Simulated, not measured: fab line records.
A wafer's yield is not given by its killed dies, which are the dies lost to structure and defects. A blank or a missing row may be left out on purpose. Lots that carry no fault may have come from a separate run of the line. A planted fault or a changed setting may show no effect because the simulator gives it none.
What tool caused it?	flow gf180mcu	13 lots with 39 wafers sampled at 2 steps, on a route of 602 steps

WHAT EACH GAUGE READ, for each wafer
GF_V2_OVL_MEAS_15. Usual: for V2_OVL the level is 2 nm and the standard deviation is 5.6.
lot	measured	on	V2_OVL (nm)	flag
L800	day 20 12:50	overlay-01	9 -1 5	
L801	day 20 19:05	overlay-02	5 2 15	
L803	day 21 10:23	overlay-02	-5 5 -2	
L805	day 22 06:56	overlay-01	-11 -3 -3	
L804	day 22 10:47	overlay-02	0 3 3	
L807	day 23 03:07	overlay-02	7 0 -1	
L815	day 26 00:54	overlay-02	2 -4 -4	
L817	day 26 11:29	overlay-02	5 2 4	
L818	day 26 19:16	overlay-01	-4 0 -2	
L819	day 27 00:29	overlay-02	6 14 0	
L820	day 27 11:48	overlay-01	-2 -3 -1	
L821	day 27 12:05	overlay-02	-5 3 -3	
L823	day 27 23:52	overlay-02	4 4 -6	

WHAT TOOL EACH LOT RAN ON (gives the tool, then ch and the chambers of the sampled wafers, and finally the start)
lot	GF_V2_CMP_04
L800	cmp-01 ch 0,1,3, day 19 12:14
L801	cmp-01 ch 1,2,3, day 19 18:19
L803	cmp-02 ch 1,3, day 20 09:58
L805	cmp-01 ch 0,1,3, day 21 07:15
L804	cmp-02 ch 0,1,3, day 21 10:38
L807	cmp-02 ch 1,3, day 22 03:43
L815	cmp-02 ch 0,3, day 25 03:02
L817	cmp-01 ch 0,3, day 25 14:26
L818	cmp-01 ch 0,1,2, day 25 21:43
L819	cmp-02 ch 0,1,2, day 26 03:19
L820	cmp-01 ch 0,1,3, day 26 14:49
L821	cmp-02 ch 0,2,3, day 26 15:05
L823	cmp-02 ch 0,1,2, day 27 03:25
- GF_V2_CMP_04: polishes SiO2.

WHAT THE TOOLS THEMSELVES READ (means of the sampled wafers that have a number; where no wafer has one, the mark that the record gives instead)
GF_V2_CMP_04. Usual: motorCurrentA 12.6 A, standard deviation 1; slurryFilterDpKPa 13.50 kPa, standard deviation 0.12; slurryFlowMlMin 150.0, standard deviation 0.45; timeToEndpointS 79 s, standard deviation 7.6.
lot	tool	motorCurrentA (A)	slurryFilterDpKPa (kPa)	slurryFlowMlMin	timeToEndpointS (s)	flag
L800	cmp-01	12.6	13.47	150.2	97	
L801	cmp-01	12.9	13.43	149.7	82	
L803	cmp-02	12.9	13.41	150.2	79	
L805	cmp-01	13.1	13.51	150.2	87	
L804	cmp-02	12.6	13.47	150.1	73	
L807	cmp-02	13.4	13.53	149.8	72	
L815	cmp-02	11.6	13.53	149.8	78	
L817	cmp-01	13.4	13.52	149.9	79	
L818	cmp-01	13.1	13.43	149.3	68	
L819	cmp-02	12.4	13.39	149.6	76	
L820	cmp-01	12.8	13.48	149.7	79	
L821	cmp-02	11.5	13.36	149.6	82	
L823	cmp-02	11.9	13.53	149.8	85	

THE ANSWER, worked out from the rows above alone
Rule: take the mean of a lot's wafers that have a number; if it is more than 3 standard deviations from the usual mean, the lot is off. Also off: a lot with no number at a reading for which 4 or more lots have one. The other lots that the step has rows for count as sound. First the gauges in route order, then the tools' own readings, where a lot's mean is used as printed above. The first step at which some lot is off is used, and at that step the reading that is off furthest; a lot without a number counts as furthest.
Across all readings shown, no lot is off: no conclusion can be drawn from this.

WHAT HAD BEEN PUT IN BY THE SIMULATOR
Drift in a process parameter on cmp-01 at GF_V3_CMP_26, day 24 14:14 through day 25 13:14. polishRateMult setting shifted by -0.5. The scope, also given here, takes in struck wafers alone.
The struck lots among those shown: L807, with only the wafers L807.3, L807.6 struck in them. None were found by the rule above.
